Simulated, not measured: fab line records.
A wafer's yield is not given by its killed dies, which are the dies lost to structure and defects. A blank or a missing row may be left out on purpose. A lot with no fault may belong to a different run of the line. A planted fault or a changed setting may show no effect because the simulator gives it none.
Which tool was responsible? :: flow sfq-line :: 21 wafers from 7 lots sampled at 4 of the route's 325 steps

## WHAT THE GAUGES READ, wafer by wafer
SFQ_M4_RS_MEAS_924: measurement is done with a four-point probe.
lot: L839
measured: day 38 07:25
on: film-metro-02
M4_NB_RS (ohm/sq): 0.896 0.911 0.910

lot: L842
measured: day 38 17:42
on: film-metro-04
M4_NB_RS (ohm/sq): 0.880 0.879 0.887

lot: L845
measured: day 43 19:46
on: film-metro-04
M4_NB_RS (ohm/sq): 0.901 0.895 0.903

lot: L847
measured: day 44 23:29
on: film-metro-02
M4_NB_RS (ohm/sq): 0.905 0.893 0.895

lot: L853
measured: day 47 05:57
on: film-metro-02
M4_NB_RS (ohm/sq): 1.092 1.092 1.108

lot: L855
measured: day 47 11:59
on: film-metro-04
M4_NB_RS (ohm/sq): 0.899 0.902 0.904

lot: L857
measured: day 47 19:10
on: film-metro-02
M4_NB_RS (ohm/sq): 0.901 0.869 0.890

## WHICH TOOL RAN EACH LOT (tool, then ch and the chambers of the sampled wafers, then the start)
lot: L839
SFQ_TRILAYER_M2_BARC_OPEN_METAL_ETCH_077: rie-metal-04 ch 0,1, day 20 05:44
SFQ_TRILAYER_I3_VIA_STRIP_STRIP_089: rie-metal-03 ch 0,1, day 38 06:30
SFQ_TRILAYER_M4_DEP_SPUTTER_091: pvd-sputter-04, day 38 07:18

lot: L842
SFQ_TRILAYER_M2_BARC_OPEN_METAL_ETCH_077: rie-metal-01 ch 0,1, day 27 15:55
SFQ_TRILAYER_I3_VIA_STRIP_STRIP_089: rie-metal-04 ch 0,1, day 38 16:47
SFQ_TRILAYER_M4_DEP_SPUTTER_091: pvd-sputter-05, day 38 17:35

lot: L845
SFQ_TRILAYER_M2_BARC_OPEN_METAL_ETCH_077: rie-metal-01 ch 0,1, day 29 18:51
SFQ_TRILAYER_I3_VIA_STRIP_STRIP_089: rie-metal-03 ch 0,1, day 43 19:02
SFQ_TRILAYER_M4_DEP_SPUTTER_091: pvd-sputter-03, day 43 19:38

lot: L847
SFQ_TRILAYER_M2_BARC_OPEN_METAL_ETCH_077: rie-metal-01 ch 0,1, day 30 20:03
SFQ_TRILAYER_I3_VIA_STRIP_STRIP_089: rie-metal-03 ch 0,1, day 44 22:45
SFQ_TRILAYER_M4_DEP_SPUTTER_091: pvd-sputter-03, day 44 23:21

lot: L853
SFQ_TRILAYER_M2_BARC_OPEN_METAL_ETCH_077: rie-metal-03 ch 0,1, day 33 06:49
SFQ_TRILAYER_I3_VIA_STRIP_STRIP_089: rie-metal-02 ch 1, day 47 05:03
SFQ_TRILAYER_M4_DEP_SPUTTER_091: pvd-sputter-05, day 47 05:51

lot: L855
SFQ_TRILAYER_M2_BARC_OPEN_METAL_ETCH_077: rie-metal-01 ch 0,1, day 33 11:38
SFQ_TRILAYER_I3_VIA_STRIP_STRIP_089: rie-metal-04 ch 0,1, day 47 11:15
SFQ_TRILAYER_M4_DEP_SPUTTER_091: pvd-sputter-03, day 47 11:51

lot: L857
SFQ_TRILAYER_M2_BARC_OPEN_METAL_ETCH_077: rie-metal-03 ch 0,1, day 33 18:01
SFQ_TRILAYER_I3_VIA_STRIP_STRIP_089: rie-metal-02 ch 0,1, day 47 18:15
SFQ_TRILAYER_M4_DEP_SPUTTER_091: pvd-sputter-03, day 47 19:03
- SFQ_TRILAYER_M2_BARC_OPEN_METAL_ETCH_077: etches BARC in O2, target depth 125 nm, time 41.7 s.
- SFQ_TRILAYER_I3_VIA_STRIP_STRIP_089: strips in O2.
- SFQ_TRILAYER_M4_DEP_SPUTTER_091: material Nb, target thk 200 nm, time 133.3 s.

## THE ANSWER, worked out from the rows above alone
Rule: the usual values come from the lots themselves. The widest of any qualifying gaps counts: lots, ordered by their means at a reading, are off when they make up no more than a third of the lots, leave a main group of 4 or more, and stand apart from it by 3 or more times the standard deviation of that group's means. A main group whose means are all the same, to the digits that the tables above print for the reading, isn't used. A lot without any number at a reading at which 4 lots or more have one is off too. The other lots that the step has rows for count as sound.
Off: at SFQ_M4_RS_MEAS_924 (M4_NB_RS), L853. For the main group the mean is 0.896 ohm/sq and the standard deviation 0.0084.
If a tool, at a process step before that reading, ran all the lots that are off and no sound lot after the first of them, it fits. The gauges at SFQ_M4_RS_MEAS_924 are tried like those tools. One candidate fits, namely pvd-sputter-05 at SFQ_TRILAYER_M4_DEP_SPUTTER_091. Its last sound lot is L842 (day 38 17:35), its first lot that is off L853 (day 47 05:51): a fault that began between those two fits.

## WHAT THE SIMULATOR HAD INSERTED
Site profile drift: pvd-sputter-05, from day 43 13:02 on, at SFQ_TRILAYER_M4_DEP_SPUTTER_091. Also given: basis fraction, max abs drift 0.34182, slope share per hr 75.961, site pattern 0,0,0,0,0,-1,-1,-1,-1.
Lots struck among those shown: L853. The rule given above showed the same thing.
